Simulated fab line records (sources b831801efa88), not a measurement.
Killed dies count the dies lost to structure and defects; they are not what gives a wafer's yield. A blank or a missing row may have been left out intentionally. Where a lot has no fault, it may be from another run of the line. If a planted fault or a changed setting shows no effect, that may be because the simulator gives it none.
The tool behind it: which one? ; flow gf180mcu ; 18 wafers from 6 lots sampled at 3 of the route's 602 steps

## WHAT THE GAUGES READ, wafer by wafer
GF_V4_CD_MEAS_14: target cd 260 nm.
lot;measured;on;cd nm (nm)
L595;day 24 17:48;cd sem-01;262.2 260.8 261.5
L599;day 26 11:01;cd sem-02;260.9 262.8 261.9
L601;day 27 00:31;cd sem-02;261.8 262.2 262.3
L606;day 28 15:41;cd sem-01;266.4 266.1 267.5
L608;day 28 23:58;cd sem-01;259.1 259.0 259.9
L616;day 30 23:35;cd sem-02;259.9 260.6 260.7

## TOOL THAT RAN EACH LOT (tool first, then ch and the chambers of the sampled wafers, then the start)
lot;GF_V4_CVD_02;GF_V4_EXPOSE_11
L595;pecvd-03 ch 0,2, day 23 19:32;krf scanner-01 ch 0, day 24 07:36
L599;pecvd-02 ch 0,1, day 25 12:52;krf scanner-01 ch 0, day 26 00:13
L601;pecvd-03 ch 0,1,2, day 26 02:58;krf scanner-02 ch 0, day 26 14:01
L606;pecvd-03 ch 1,2, day 27 19:55;krf scanner-02 ch 0, day 28 06:15
L608;pecvd-03 ch 0,1, day 28 03:43;krf scanner-01 ch 0, day 28 14:32
L616;pecvd-04 ch 1,2, day 30 04:46;krf scanner-01 ch 0, day 30 14:44
- GF_V4_CVD_02: deposits SiO2 from TEOS, target thk 850 nm, time 94.851 s.
- GF_V4_EXPOSE_11: exposes mask Via4, target cd 260 nm.

## THE ANSWER, worked out from the rows above alone
Rule: the usual values come from the lots themselves. The widest of any qualifying gaps counts: lots, ordered by their means at a reading, are off when they make up no more than a third of the lots, leave a main group of 4 or more, and stand apart from it by 3 or more times the standard deviation of that group's means. A main group whose means are all the same, to the digits that the tables above print for the reading, isn't used. Also off: a lot with no number at a reading for which 4 or more lots have one. The other lots that the step has rows for count as sound.
Off at GF_V4_CD_MEAS_14 (cd nm): L606. For the main group the mean is 261.0 nm and the standard deviation 1.
If a tool, at a process step before that reading, ran all the lots that are off and no sound lot after the first of them, it fits. The gauges at GF_V4_CD_MEAS_14 are tried like those tools. One candidate fits, namely krf scanner-02 at GF_V4_EXPOSE_11. A fault onset in the window from L601 (day 26 14:01, its last sound lot) to L606 (day 28 06:15, its first lot off) fits.

## WHAT HAD BEEN PUT IN BY THE SIMULATOR
Process parameters drifting: krf scanner-02 at GF_V4_EXPOSE_11, beginning at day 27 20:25. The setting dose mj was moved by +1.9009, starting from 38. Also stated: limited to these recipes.
Struck lots among those shown: L606. This agrees with what the rule above found.
